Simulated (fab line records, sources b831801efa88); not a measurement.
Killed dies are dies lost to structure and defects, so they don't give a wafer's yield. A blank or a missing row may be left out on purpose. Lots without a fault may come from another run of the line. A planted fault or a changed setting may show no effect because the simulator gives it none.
fab line records | flow gf180mcu
record lots=24 wafers=72 last_day=34
route steps=602 shown STI@3 CONTACT@305 M4@461 V4@497 MIM@508 TOP_METAL@568
lots that met no fault: from a run of the same line without faults
start_h: hours from the record's first day to the start of the lot's first wafer shown | wait_h: hours since the lot's step before | " the same as in the row above | L1.1+2: a row that stands for several wafers | - no value, or no start given | * or withheld: withheld | < > ~ a bound
route shown NAME@n: a module of which the file shows steps, and the number in the route of the first | usual: mean/standard deviation of fault-free wafers | same: alike in all rows | chamber/n: place in a boat | sites: the reading at each site | _std_site: their standard deviation | _edge_site: outer sites' mean less inner sites' | radius_mm: how far each site lies from the wafer's centre | mask NAME#n: copy n | behind: the tool/chamber that last shaped the wafer | hold: why the lot was held/for how many hours/how that ended | device: the transistor (n, p or np) that didn't switch | end of line: the same wafers' tests at the end of the route | a step without rows: its recipe alone | killed: dies lost to structure and defects at the first sort, not the wafer's yield | map: a wafer's dies, x killed, . not, _ none there
set.NAME: the setting as run; set.NAME@STEP: as run at that earlier step | model.NAME: the simulator's own value behind a step, which no gauge read
steps of the route over a sample of lots; a table a step, a row a wafer
services: from which hour (start_h, from the record's first day; less than 0 if before it) a tool's chamber was out of use, for how many hours, and why
## steps
# step GF_STI_THK_MEAS_02
# recipe reads=SiO2_of_STI_OXIDATION_01
# usual STI_OXIDATION_THK=10.08/0.18
# columns lot.wafer tool chamber start_h wait_h STI_OXIDATION_THK[nm]
L074.3 film_metro-01 - 11.98 0.0 10.38
L074.5 " - " " 10.43
L074.6 " - " " 10.50
L075.1 film_metro-04 - 17.40 0.0 10.36
L075.3 " - " " 10.42
L075.4 " - " " 10.32
L076.2 film_metro-03 - 21.55 0.0 10.16
L076.3 " - " " 10.04
L076.6 " - " " 10.07
L077.2 film_metro-04 - 26.71 0.0 10.20
L077.3 " - " " 10.06
L077.5 " - " " 10.11
L078.4 film_metro-01 - 31.54 0.0 9.96
L078.5 " - " " 10.04
L078.6 " - " " 9.90
L079.1 film_metro-03 - 36.51 0.0 9.88
L079.3 " - " " 9.87
L079.4 " - " " 9.97
L080.1 film_metro-03 - 42.17 0.0 9.98
L080.3 " - " " 9.80
L080.5 " - " " 9.97
L081.3 film_metro-03 - 47.20 0.0 10.18
L081.5 " - " " 10.22
L081.6 " - " " 10.33
L082.3 film_metro-04 - 51.53 0.0 10.12
L082.5 " - " " 9.93
L082.6 " - " " 9.97
L083.1 film_metro-01 - 56.51 0.0 9.97
L083.3 " - " " 9.83
L083.6 " - " " 9.81
L084.1 film_metro-01 - 62.42 0.0 10.19
L084.2 " - " " 9.94
L084.5 " - " " 10.16
L085.1 film_metro-04 - 66.51 0.0 10.14
L085.4 " - " " 10.29
L085.5 " - " " 10.19
L086.3 film_metro-03 - 71.70 0.0 9.77
L086.4 " - " " 9.86
L086.6 " - " " 10.10
L087.2 film_metro-01 - 77.13 0.0 10.16
L087.3 " - " " 10.09
L087.6 " - " " 10.07
L088.2 film_metro-01 - 81.52 0.0 9.94
L088.4 " - " " 10.02
L088.5 " - " " 9.86
L089.4 film_metro-04 - 86.54 0.0 10.15
L089.5 " - " " 10.00
L089.6 " - " " 10.10
L090.3 film_metro-01 - 91.53 0.0 9.81
L090.5 " - " " 9.91
L090.6 " - " " 10.10
L091.1 film_metro-03 - 96.51 0.0 10.06
L091.4 " - " " 10.20
L091.5 " - " " 10.24
L092.3 film_metro-03 - 101.53 0.0 9.93
L092.4 " - " " 10.16
L092.6 " - " " 9.98
L093.2 film_metro-01 - 106.52 0.0 10.33
L093.4 " - " " 10.36
L093.5 " - " " 10.46
L094.2 film_metro-03 - 111.52 0.0 9.89
L094.3 " - " " 9.83
L094.4 " - " " 10.00
L095.2 film_metro-03 - 116.69 0.0 9.95
L095.5 " - " " 10.17
L095.6 " - " " 10.11
L096.1 film_metro-04 - 121.63 0.0 10.14
L096.2 " - " " 10.09
L096.3 " - " " 9.90
L097.2 film_metro-03 - 127.12 0.0 9.98
L097.5 " - " " 10.07
L097.6 " - " " 9.78
# step GF_CONTACT_STRIP_18
# recipe chemistry=O2/N2 power_w=1400 pressure_mtorr=1500 platen_temp_c=250 o2_flow_sccm=3000 n2_flow_sccm=300 overash_fraction=0.5
# usual drypump_motor_current_A=5.51/0.28 heater_power_w=330/14 oes_product_au=0.580/0.0052
# same overash_fraction=0.5
# columns lot.wafer tool chamber start_h wait_h drypump_motor_current_A heater_power_w oes_product_au rf_hours_counter_h
L074.3 plasma_asher-04 0 361.73 - 5.63 327 0.579 -
L074.5 " 0 " " 5.64 338 0.572 -
L074.6 " 1 " " 5.36 356 0.575 -
L075.1 plasma_asher-03 1 375.16 - 5.95 315 0.584 71
L075.3 " 0 " " 5.20 321 0.588 -
L075.4 " 1 " " 5.95 310 0.588 -
L076.2 plasma_asher-01 0 379.62 - 5.66 310 0.575 61
L076.3 " 0 " " 5.68 315 0.578 -
L076.6 " 0 " " 5.66 311 0.580 -
L077.2 plasma_asher-03 1 391.15 - 5.96 308 0.582 73
L077.3 " 1 " " 5.96 310 0.574 -
L077.5 " 0 " " 5.21 330 0.594 -
L078.4 plasma_asher-04 1 406.96 - 5.35 357 0.579 -
L078.5 " 0 " " 5.65 332 0.574 -
L078.6 " 1 " " 5.38 358 0.577 -
L079.1 plasma_asher-03 1 409.70 - 5.96 315 0.579 75
L079.3 " 0 " " 5.22 328 0.574 -
L079.4 " 1 " " 5.96 309 0.585 -
L080.1 plasma_asher-01 0 421.51 - 5.70 319 0.579 65
L080.3 " 1 " " 5.07 331 0.580 -
L080.5 " 0 " " 5.69 319 0.583 -
L081.3 plasma_asher-04 0 426.69 - 5.68 322 0.576 -
L081.5 " 1 " " 5.37 353 0.581 -
L081.6 " 0 " " 5.64 337 0.573 -
L082.3 plasma_asher-04 1 436.98 - 5.38 343 0.577 -
L082.5 " 1 " " 5.37 353 0.584 -
L082.6 " 0 " " 5.64 327 0.575 -
L083.1 plasma_asher-03 1 439.51 - 5.97 316 0.581 78
L083.3 " 0 " " 5.23 339 0.582 -
L083.6 " 0 " " 5.23 324 0.583 -
L084.1 plasma_asher-03 0 457.37 - 5.20 317 0.575 80
L084.2 " 1 " " 5.94 317 0.582 80
L084.5 " 1 " " 5.95 318 0.565 -
L085.1 plasma_asher-01 1 472.57 - 5.09 340 0.579 71
L085.4 " 1 " " 5.08 330 0.589 -
L085.5 " 1 " " 5.09 339 0.589 -
L086.3 plasma_asher-04 1 473.85 - 5.38 353 0.582 -
L086.4 " 0 " " 5.65 324 0.580 -
L086.6 " 1 " " 5.36 353 0.587 -
L087.2 plasma_asher-04 1 484.81 - 5.38 344 0.592 37
L087.3 " 0 " " 5.66 328 0.578 -
L087.6 " 1 " " 5.39 355 0.575 -
L088.2 plasma_asher-04 1 493.45 - 5.35 350 0.576 39
L088.4 " 0 " " 5.65 322 0.581 -
L088.5 " 0 " " 5.66 324 0.582 -
L089.4 plasma_asher-04 1 504.70 - 5.37 343 0.586 -
L089.5 " 1 " " 5.37 342 0.577 -
L089.6 " 0 " " 5.69 337 0.576 -
L090.3 plasma_asher-03 1 512.60 - 5.98 313 0.579 -
L090.5 " 1 " " 5.96 316 0.585 -
L090.6 " 0 " " 5.23 330 0.579 -
L091.1 plasma_asher-03 0 517.01 - 5.21 328 0.569 87
L091.4 " 1 " " 5.97 307 0.582 -
L091.5 " 1 " " 5.96 310 0.586 -
L092.3 plasma_asher-01 0 526.19 - 5.70 318 0.578 -
L092.4 " 1 " " 5.06 335 0.581 -
L092.6 " 1 " " 5.07 341 0.589 -
L093.2 plasma_asher-04 0 528.95 - 5.65 327 0.581 43
L093.4 " 0 " " 5.68 341 0.586 -
L093.5 " 0 " " 5.65 329 0.587 -
L094.2 plasma_asher-04 1 538.02 - 5.37 350 0.583 44
L094.3 " 0 " " 5.67 331 0.586 -
L094.4 " 1 " " 5.36 348 0.579 -
L095.2 plasma_asher-01 1 544.90 - 5.08 338 0.591 77
L095.5 " 1 " " 5.09 331 0.572 -
L095.6 " 0 " " 5.67 320 0.582 -
L096.1 plasma_asher-04 0 555.67 - 5.66 325 0.585 45
L096.2 " 1 " " 5.37 353 0.572 45
L096.3 " 0 " " 5.65 331 0.588 -
L097.2 plasma_asher-03 1 562.45 - 5.99 307 0.583 91
L097.5 " 0 " " 5.24 328 0.580 -
L097.6 " 1 " " 5.97 313 0.592 -
# step GF_M4_RS_MEAS_05
# recipe thk_meas_gauge=four-point-probe reads=TiN_of_M4_SPUTTER_04+Ti_of_M4_SPUTTER_03+AlCu_of_M4_SPUTTER_02+TiN_of_M4_SPUTTER_01+Ti_of_M4_SPUTTER_00
# usual M4_ALCU_RS=0.0696/0.00084
# columns lot.wafer tool chamber start_h wait_h M4_ALCU_RS[ohm/sq]
L074.3 film_metro-01 - 516.43 0.1 0.0692
L074.5 " - " " 0.0697
L074.6 " - " " 0.0694
L075.1 film_metro-01 - 528.83 0.0 0.0697
L075.3 " - " " 0.0696
L075.4 " - " " 0.0678
L076.2 film_metro-03 - 532.91 0.0 0.0699
L076.3 " - " " 0.0707
L076.6 " - " " 0.0697
L077.2 film_metro-02 - 546.07 0.0 0.0696
L077.3 " - " " 0.0698
L077.5 " - " " 0.0708
L078.4 film_metro-03 - 561.07 0.1 0.0680
L078.5 " - " " 0.0697
L078.6 " - " " 0.0700
L079.1 film_metro-03 - 562.90 0.0 0.0683
L079.3 " - " " 0.0702
L079.4 " - " " 0.0698
L080.1 film_metro-01 - 574.36 0.2 0.0681
L080.3 " - " " 0.0703
L080.5 " - " " 0.0683
L081.3 film_metro-02 - 577.63 0.1 0.0696
L081.5 " - " " 0.0696
L081.6 " - " " 0.0691
L082.3 film_metro-03 - 586.64 0.1 0.0710
L082.5 " - " " 0.0702
L082.6 " - " " 0.0700
L083.1 film_metro-01 - 588.76 0.0 0.0698
L083.3 " - " " 0.0693
L083.6 " - " " 0.0702
L084.1 film_metro-01 - 604.66 0.0 0.0705
L084.2 " - " " 0.0712
L084.5 " - " " 0.0700
L085.1 film_metro-01 - 617.36 0.0 0.0683
L085.4 " - " " 0.0682
L085.5 " - " " 0.0692
L086.3 film_metro-03 - 620.79 0.1 0.0706
L086.4 " - " " 0.0707
L086.6 " - " " 0.0710
L087.2 film_metro-02 - 629.32 0.0 0.0693
L087.3 " - " " 0.0679
L087.6 " - " " 0.0695
L088.2 film_metro-02 - 636.28 0.1 0.0701
L088.4 " - " " 0.0709
L088.5 " - " " 0.0707
L089.4 film_metro-03 - 645.96 0.1 0.0706
L089.5 " - " " 0.0703
L089.6 " - " " 0.0694
L090.3 film_metro-03 - 651.60 0.1 0.0704
L090.5 " - " " 0.0707
L090.6 " - " " 0.0708
L091.1 film_metro-01 - 656.28 0.0 0.0681
L091.4 " - " " 0.0693
L091.5 " - " " 0.0684
L092.3 film_metro-01 - 661.93 0.1 0.0687
L092.4 " - " " 0.0705
L092.6 " - " " 0.0696
L093.2 film_metro-03 - 666.91 0.0 0.0687
L093.4 " - " " 0.0696
L093.5 " - " " 0.0695
L094.2 film_metro-03 - 675.95 0.0 0.0706
L094.3 " - " " 0.0697
L094.4 " - " " 0.0705
L095.2 film_metro-03 - 680.28 0.0 0.0681
L095.5 " - " " 0.0680
L095.6 " - " " 0.0683
L096.1 film_metro-01 - 688.75 0.0 0.0690
L096.2 " - " " 0.0690
L096.3 " - " " 0.0699
L097.2 film_metro-01 - 695.81 0.0 0.0707
L097.5 " - " " 0.0697
L097.6 " - " " 0.0701
# step GF_V4_SPUTTER_21
# recipe material=Ti target_thk_nm=15 chamber_pressure_pa=5 power_w=2500 substrate_temp_c=200 time_s=80.02
# usual cathode_dc_power_W=2500.0/0.39 throttle_valve_pct=30.0/0.71
# columns lot.wafer tool chamber start_h wait_h cathode_dc_power_W throttle_valve_pct
L074.3 pvd_sputter-01 - 563.76 0.0 2499.6 28.9
L074.5 " - " " 2499.9 30.1
L074.6 " - " " 2499.9 30.7
L075.1 pvd_sputter-04 - 575.56 0.0 2500.2 30.0
L075.3 " - " " 2500.0 30.9
L075.4 " - " " 2499.5 30.3
L076.2 pvd_sputter-04 - 580.20 0.0 2499.4 30.4
L076.3 " - " " 2499.5 30.1
L076.6 " - " " 2500.0 30.2
L077.2 pvd_sputter-02 - 591.90 0.0 2500.0 30.9
L077.3 " - " " 2499.8 30.1
L077.5 " - " " 2500.3 30.1
L078.4 pvd_sputter-02 - 605.87 0.0 2500.0 30.9
L078.5 " - " " 2499.6 29.9
L078.6 " - " " 2500.3 29.9
L079.1 pvd_sputter-02 - 608.08 0.0 2500.2 29.9
L079.3 " - " " 2499.7 31.0
L079.4 " - " " 2500.1 29.5
L080.1 pvd_sputter-02 - 618.58 0.0 2499.5 29.7
L080.3 " - " " 2499.8 30.0
L080.5 " - " " 2499.7 31.0
L081.3 pvd_sputter-04 - 621.66 0.0 2499.6 30.0
L081.5 " - " " 2500.1 30.8
L081.6 " - " " 2500.6 30.5
L082.3 pvd_sputter-04 - 630.25 0.0 2500.1 30.1
L082.5 " - " " 2500.2 30.0
L082.6 " - " " 2500.4 30.1
L083.1 pvd_sputter-04 - 632.63 0.0 2500.0 28.4
L083.3 " - " " 2500.1 30.1
L083.6 " - " " 2500.2 28.6
L084.1 pvd_sputter-02 - 648.47 0.0 2500.2 30.2
L084.2 " - " " 2499.7 29.7
L084.5 " - " " 2500.7 30.1
L085.1 pvd_sputter-02 - 659.88 0.0 2500.2 29.9
L085.4 " - " " 2500.0 30.2
L085.5 " - " " 2499.8 30.1
L086.3 pvd_sputter-04 - 662.73 0.0 2500.2 30.1
L086.4 " - " " 2499.8 30.6
L086.6 " - " " 2499.8 30.5
L087.2 pvd_sputter-04 - 671.29 0.0 2500.1 30.0
L087.3 " - " " 2499.8 30.3
L087.6 " - " " 2500.7 30.9
L088.2 pvd_sputter-04 - 678.15 0.0 2499.3 30.7
L088.4 " - " " 2499.7 30.1
L088.5 " - " " 2500.0 30.2
L089.4 pvd_sputter-04 - 686.20 0.0 2499.9 30.9
L089.5 " - " " 2499.8 30.0
L089.6 " - " " 2500.5 30.4
L090.3 pvd_sputter-04 - 693.00 0.0 2500.2 29.9
L090.5 " - " " 2500.5 30.8
L090.6 " - " " 2499.7 29.9
L091.1 pvd_sputter-04 - 696.24 0.0 2500.2 30.4
L091.4 " - " " 2499.7 28.6
L091.5 " - " " 2499.7 30.6
L092.3 pvd_sputter-02 - 702.39 0.0 2500.2 30.1
L092.4 " - " " 2499.6 29.9
L092.6 " - " " 2500.5 31.0
L093.2 pvd_sputter-02 - 706.17 0.0 2499.8 31.0
L093.4 " - " " 2500.7 30.1
L093.5 " - " " 2499.7 30.0
L094.2 pvd_sputter-01 - 715.59 0.0 2499.9 29.9
L094.3 " - " " 2499.7 28.8
L094.4 " - " " 2500.0 29.1
L095.2 pvd_sputter-02 - 719.25 0.0 2500.2 30.9
L095.5 " - " " 2500.3 29.6
L095.6 " - " " 2499.6 31.1
L096.1 pvd_sputter-01 - 727.36 0.0 2499.9 29.9
L096.2 " - " " 2500.7 28.9
L096.3 " - " " 2499.9 29.0
L097.2 pvd_sputter-01 - 733.90 0.0 2499.8 29.0
L097.5 " - " " 2499.3 30.7
L097.6 " - " " 2500.3 30.0
# step GF_MIM_CVD_05
# recipe material=Si3N4 target_thk_nm=42 temp_max_c=400 temp_c=385 time_s=29.086 rf_w=450
# usual heater_power_w=640/69 rf_fwd_power_W=444.1/1.7 susceptor_temp_C=385.02/0.2
# columns lot.wafer tool chamber start_h wait_h heater_power_w rf_fwd_power_W susceptor_temp_C
L074.3 pecvd-04 1 564.67 0.0 513 444.2 384.80
L074.5 " 2 " " 746 442.1 385.25
L074.6 " 0 " " 656 445.2 385.12
L075.1 pecvd-01 2 576.47 0.0 632 443.4 385.14
L075.3 " 0 " " 616 443.6 385.29
L075.4 " 1 " " 730 442.4 384.76
L076.2 pecvd-04 2 581.11 0.0 619 445.1 385.15
L076.3 " 0 " " 544 445.6 384.84
L076.6 " 2 " " 622 445.1 384.84
L077.2 pecvd-01 2 592.81 0.0 650 445.2 385.11
L077.3 " 0 " " 539 442.8 385.08
L077.5 " 1 " " 602 442.5 384.94
L078.4 pecvd-04 2 606.80 0.0 705 441.9 385.12
L078.5 " 0 " " 649 443.4 385.16
L078.6 " 1 " " 615 445.6 384.78
L079.1 pecvd-02 2 608.99 0.0 708 443.5 385.23
L079.3 " 0 " " 525 447.0 385.07
L079.4 " 1 " " 813 440.3 385.12
L080.1 pecvd-02 0 619.71 0.0 541 444.2 385.12
L080.3 " 2 " " 577 442.5 385.07
L080.5 " 0 " " 536 444.2 384.93
L081.3 pecvd-04 1 622.57 0.0 621 445.2 384.81
L081.5 " 2 " " 668 442.1 385.14
L081.6 " 1 " " 617 445.6 384.89
L082.3 pecvd-04 2 631.16 0.0 710 441.7 385.39
L082.5 " 2 " " 715 442.9 385.07
L082.6 " 1 " " 628 444.6 384.97
L083.1 pecvd-01 1 633.54 0.0 697 443.8 385.09
L083.3 " 2 " " 667 446.0 385.14
L083.6 " 1 " " 708 442.4 384.82
L084.1 pecvd-02 2 649.38 0.0 685 441.8 384.70
L084.2 " 0 " " 560 445.7 384.63
L084.5 " 2 " " 671 443.9 384.64
L085.1 pecvd-02 0 660.79 0.0 595 445.4 385.04
L085.4 " 0 " " 621 445.7 384.79
L085.5 " 2 " " 694 440.9 384.79
L086.3 pecvd-04 1 663.64 0.0 586 446.2 385.17
L086.4 " 2 " " 714 444.8 384.96
L086.6 " 0 " " 618 444.9 385.07
L087.2 pecvd-04 2 672.31 0.0 713 442.7 384.95
L087.3 " 0 " " 658 446.7 384.90
L087.6 " 0 " " 668 445.4 384.94
L088.2 pecvd-01 1 679.17 0.0 641 442.7 385.02
L088.4 " 1 " " 663 442.5 384.71
L088.5 " 2 " " 607 442.1 385.21
L089.4 pecvd-01 0 687.13 0.0 577 447.7 384.72
L089.5 " 2 " " 590 445.7 385.26
L089.6 " 1 " " 701 444.0 384.99
L090.3 pecvd-04 1 693.91 0.0 619 445.4 384.97
L090.5 " 2 " " 739 442.2 385.07
L090.6 " 0 " " 620 445.0 385.25
L091.1 pecvd-04 2 697.15 0.0 665 445.1 385.08
L091.4 " 0 " " 587 443.6 384.83
L091.5 " 2 " " 669 443.5 384.83
L092.3 pecvd-02 0 703.30 0.0 554 445.4 385.01
L092.4 " 0 " " 575 446.5 384.85
L092.6 " 1 " " 731 440.9 384.70
L093.2 pecvd-04 1 707.09 0.0 591 442.2 384.97
L093.4 " 1 " " 595 444.0 384.62
L093.5 " 0 " " 558 446.4 385.35
L094.2 pecvd-04 2 716.50 0.0 728 444.1 385.29
L094.3 " 0 " " 665 447.2 384.87
L094.4 " 1 " " 603 447.1 385.11
L095.2 pecvd-04 0 720.16 0.0 549 447.0 385.25
L095.5 " 1 " " 613 444.4 384.91
L095.6 " 2 " " 733 444.1 384.98
L096.1 pecvd-01 0 728.27 0.0 526 444.7 385.04
L096.2 " 2 " " 593 443.1 384.50
L096.3 " 1 " " 699 441.7 385.16
L097.2 pecvd-02 0 734.97 0.0 579 444.3 385.05
L097.5 " 1 " " 696 442.1 385.02
L097.6 " 2 " " 614 446.4 385.32
# step GF_TOP_METAL_SPUTTER_01
# recipe material=TiN target_thk_nm=30 power_w=6500 time_s=25 chamber_pressure_pa=0.4
# usual cathode_dc_power_W=6499.9/1.3 throttle_valve_pct=30.1/0.67
# columns lot.wafer tool chamber start_h wait_h cathode_dc_power_W throttle_valve_pct
L074.3 pvd_sputter-01 - 631.94 0.1 6500.5 28.8
L074.5 " - " " 6501.0 30.8
L074.6 " - " " 6502.0 30.1
L075.1 pvd_sputter-01 - 641.52 0.1 6499.1 28.9
L075.3 " - " " 6499.8 30.2
L075.4 " - " " 6498.9 29.0
L076.2 pvd_sputter-03 - 646.15 0.1 6501.4 30.3
L076.3 " - " " 6500.0 29.4
L076.6 " - " " 6496.9 29.3
L077.2 pvd_sputter-02 - 657.12 0.1 6500.9 30.2
L077.3 " - " " 6499.0 29.9
L077.5 " - " " 6500.1 31.1
L078.4 pvd_sputter-02 - 671.60 0.1 6500.0 30.1
L078.5 " - " " 6499.6 29.9
L078.6 " - " " 6498.3 30.9
L079.1 pvd_sputter-02 - 673.57 0.1 6499.7 30.2
L079.3 " - " " 6500.4 30.2
L079.4 " - " " 6499.2 29.9
L080.1 pvd_sputter-01 - 682.95 0.1 6503.4 29.2
L080.3 " - " " 6500.5 30.6
L080.5 " - " " 6499.6 28.9
L081.3 pvd_sputter-03 - 685.34 0.1 6500.9 30.5
L081.5 " - " " 6500.9 29.3
L081.6 " - " " 6499.6 30.5
L082.3 pvd_sputter-01 - 693.38 0.1 6500.3 28.9
L082.5 " - " " 6500.2 30.5
L082.6 " - " " 6498.0 28.9
L083.1 pvd_sputter-02 - 694.99 0.1 6496.8 29.8
L083.3 " - " " 6497.7 29.9
L083.6 " - " " 6502.5 31.4
L084.1 pvd_sputter-01 - 710.70 0.1 6501.4 30.7
L084.2 " - " " 6500.2 30.2
L084.5 " - " " 6499.6 28.9
L085.1 pvd_sputter-02 - 720.44 0.1 6501.6 31.2
L085.4 " - " " 6499.6 29.9
L085.5 " - " " 6500.4 31.1
L086.3 pvd_sputter-02 - 723.22 0.1 6498.8 30.2
L086.4 " - " " 6500.0 30.2
L086.6 " - " " 6499.5 30.0
L087.2 pvd_sputter-02 - 731.74 0.1 6500.4 31.0
L087.3 " - " " 6499.5 30.2
L087.6 " - " " 6499.9 30.6
L088.2 pvd_sputter-02 - 736.84 0.1 6500.6 30.2
L088.4 " - " " 6500.8 31.1
L088.5 " - " " 6499.8 29.8
L089.4 pvd_sputter-03 - 748.61 0.1 6500.1 30.3
L089.5 " - " " 6500.0 29.4
L089.6 " - " " 6500.7 30.7
L090.3 pvd_sputter-01 - 752.08 0.1 6499.8 30.8
L090.5 " - " " 6497.6 28.7
L090.6 " - " " 6499.9 30.2
L091.1 pvd_sputter-02 - 754.78 0.1 6500.3 29.9
L091.4 " - " " 6501.6 29.9
L091.5 " - " " 6498.6 30.1
L092.3 pvd_sputter-02 - 758.94 0.1 6499.0 31.2
L092.4 " - " " 6500.3 29.9
L092.6 " - " " 6501.1 30.1
L093.2 pvd_sputter-01 - 761.66 0.1 6499.8 29.1
L093.4 " - " " 6499.1 30.3
L093.5 " - " " 6499.8 30.7
L094.2 pvd_sputter-02 - 772.40 0.1 6499.9 30.2
L094.3 " - " " 6499.5 29.9
L094.4 " - " " 6500.1 31.0
L095.2 pvd_sputter-02 - 774.79 0.1 6498.8 30.0
L095.5 " - " " 6499.8 30.1
L095.6 " - " " 6499.9 30.9
L096.1 pvd_sputter-02 - 780.93 0.1 6500.9 30.1
L096.2 " - " " 6498.3 29.9
L096.3 " - " " 6501.3 31.0
L097.2 pvd_sputter-01 - 786.97 0.1 6499.9 29.0
L097.5 " - " " 6499.0 29.0
L097.6 " - " " 6502.5 30.9
## services
# columns tool chamber start_h hours kind
plasma_asher-04 - 340.27 12.8 repair
pecvd-01 - 343.77 0.6 repair
pecvd-02 - 351.84 0.9 repair
pvd_sputter-04 - 372.11 2.6 repair
plasma_asher-03 - 396.89 0.3 repair
pecvd-02 - 406.26 6.0 pm
pecvd-01 - 409.83 1.3 repair
plasma_asher-03 - 421.67 2.8 pm
plasma_asher-04 - 428.91 0.6 repair
pecvd-01 0 429.53 19.4 repair
plasma_asher-03 - 455.25 0.6 repair
plasma_asher-04 - 467.16 5.3 repair
pecvd-01 2 478.05 13.0 repair
pvd_sputter-02 - 538.57 1.9 repair
pvd_sputter-02 - 583.33 1.9 repair
pvd_sputter-02 - 585.48 5.7 repair
pecvd-04 1 639.39 6.4 repair
pvd_sputter-02 - 639.49 3.2 repair
pecvd-04 - 642.89 2.8 pm
plasma_asher-04 - 678.82 14.6 pm
plasma_asher-03 - 717.83 4.0 pm
pecvd-04 - 729.68 2.0 repair
plasma_asher-03 - 733.79 9.0 pm
pvd_sputter-01 - 770.99 2.6 repair
## key
fault none
